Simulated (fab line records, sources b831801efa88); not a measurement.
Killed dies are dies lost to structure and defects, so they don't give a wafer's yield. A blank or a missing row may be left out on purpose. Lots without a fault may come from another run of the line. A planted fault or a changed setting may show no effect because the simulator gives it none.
Which tool did it? | flow gf180mcu | 6 lots, 18 wafers sampled, at 3 steps of a route of 602

WHAT THE GAUGES READ, wafer by wafer
GF_HV_LDD_OVL_MEAS_47.
lot  | measured     | on         | HV_LDD_03_OVL (nm)
L737 | day 13 14:23 | overlay-01 | 0.8 -0.7 0.3
L742 | day 15 06:53 | overlay-01 | 1.6 1.8 2.6
L744 | day 15 21:49 | overlay-02 | 0.6 1.2 -0.1
L749 | day 17 15:01 | overlay-02 | 211.9 211.4 212.7
L753 | day 19 00:28 | overlay-01 | 213.3 213.9 213.5
L756 | day 20 00:19 | overlay-01 | 0.9 0.5 1.0

WHICH TOOL RAN EACH LOT (tool, then ch and the chambers of the sampled wafers, then the start)
lot  | GF_DUAL_GATE_STRIP_13                | GF_HV_LDD_EXPOSE_43
L737 | plasma_asher-03 ch 0,1, day 9 10:12  | iline_stepper-01 ch 0, day 13 04:17
L742 | plasma_asher-02 ch 0, day 10 16:13   | iline_stepper-02 ch 0, day 14 20:14
L744 | plasma_asher-02 ch 0,1, day 11 08:25 | iline_stepper-02 ch 0, day 15 11:07
L749 | plasma_asher-03 ch 0,1, day 12 18:52 | iline_stepper-01 ch 0, day 17 02:34
L753 | plasma_asher-01 ch 0, day 13 22:26   | iline_stepper-01 ch 0, day 18 12:20
L756 | plasma_asher-02 ch 0,1, day 14 21:44 | iline_stepper-02 ch 0, day 19 11:43
- GF_DUAL_GATE_STRIP_13: strips in O2/N2.
- GF_HV_LDD_EXPOSE_43: exposes mask Pplus HV AREA, target cd 400 nm.

THE ANSWER, worked out from the rows above alone
Rule: what is usual is taken from the lots themselves. Put in order of their means at a reading, lots are off if they are a third of the lots or fewer, leave a main group of 4 or more, and stand apart from it by a gap of 3 or more times the standard deviation of the main group's means; of several such gaps the widest counts. A main group whose means are all the same, to the digits that the tables above print for the reading, isn't used. A lot without any number at a reading at which 4 lots or more have one is off too. The other lots that the step has rows for count as sound.
Off: L749, L753, at GF_HV_LDD_OVL_MEAS_47 (HV_LDD_03_OVL). The main group: mean 0.9 nm, standard deviation 0.69.
A tool fits if, at a process step before that reading, it ran every lot that is off, and no sound lot after the first of them. The gauges at GF_HV_LDD_OVL_MEAS_47 are tried like those tools. One fits: iline_stepper-01 at GF_HV_LDD_EXPOSE_43. Its last sound lot is L737 (day 13 04:17), its first lot that is off L749 (day 17 02:34): a fault that began between those two fits.

WHAT THE SIMULATOR HAD PUT IN
Scanner matching overlay: iline_stepper-01, from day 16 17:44 on, at GF_HV_LDD_EXPOSE_43. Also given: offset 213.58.
Lots struck among those shown: L749, L753. The rule above found the same.
